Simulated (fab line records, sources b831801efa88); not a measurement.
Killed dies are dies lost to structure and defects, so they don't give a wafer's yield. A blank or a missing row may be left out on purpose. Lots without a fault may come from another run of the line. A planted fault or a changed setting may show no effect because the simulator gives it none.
Chamber matching | flow sky130 | SKY_LI_CONTACT_ETCH_15 on rie_diel-02: 4 sister chambers
The step etches PSG in C4F8/O2/Ar, stops on Si, target depth 600 nm. 14 wafers are shown with their chamber, then 7 later ones without.

WAFERS WITH THEIR CHAMBER
wafer  | chamber | oes_product_au (a.u.)
L076.1 | 2       | 0.840
L076.3 | 3       | 0.842
L076.4 | 1       | 0.831
L078.1 | 1       | 0.833
L078.3 | 2       | 0.845
L078.6 | 3       | 0.836
L083.3 | 0       | 0.837
L083.4 | 3       | 0.834
L083.5 | 0       | 0.834
L085.1 | 3       | 0.837
L085.3 | 1       | 0.843
L085.6 | 3       | 0.829
L086.3 | 2       | 0.835
L086.4 | 1       | 0.830

SIGNATURES (means of the wafers above)
reading        | chamber 0 | chamber 1 | chamber 2 | chamber 3 | scatter within a chamber
oes_product_au | 0.83550   | 0.83425   | 0.84000   | 0.83560   | 0.005
Rule: a wafer's distance from a chamber is the root of the sum, over the readings, of the square of ((its reading less the chamber's mean) divided by the reading's scatter). The wafer belongs to the nearest chamber; if the next one is less than 2 further off, it can't be placed. The scatter: the root of (the sum of the squares of (reading less its chamber's mean) over the shown wafers, divided by (wafers less chambers)).

WAFERS WITHOUT THEIR CHAMBER
wafer  | oes_product_au (a.u.)
L086.6 | 0.832
L090.1 | 0.835
L090.2 | 0.842
L090.3 | 0.845
L097.3 | 0.831
L097.4 | 0.831
L097.6 | 0.843

WHICH CHAMBER EACH WENT THROUGH
wafer  | from the rows above               | in truth
L086.6 | can't be placed: 1 or 0 or 3 or 2 | 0
L090.1 | can't be placed: 0 or 3 or 1 or 2 | 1
L090.2 | can't be placed: 2 or 3 or 0 or 1 | 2
L090.3 | can't be placed: 2 or 3 or 0 or 1 | 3
L097.3 | can't be placed: 1 or 0 or 3 or 2 | 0
L097.4 | can't be placed: 1 or 0 or 3 or 2 | 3
L097.6 | can't be placed: 2 or 3 or 0 or 1 | 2
Placed correctly: 0 of 7. Can't be placed from these rows: 7 (the true chamber is among the candidates in 7). Placed wrongly: 0.
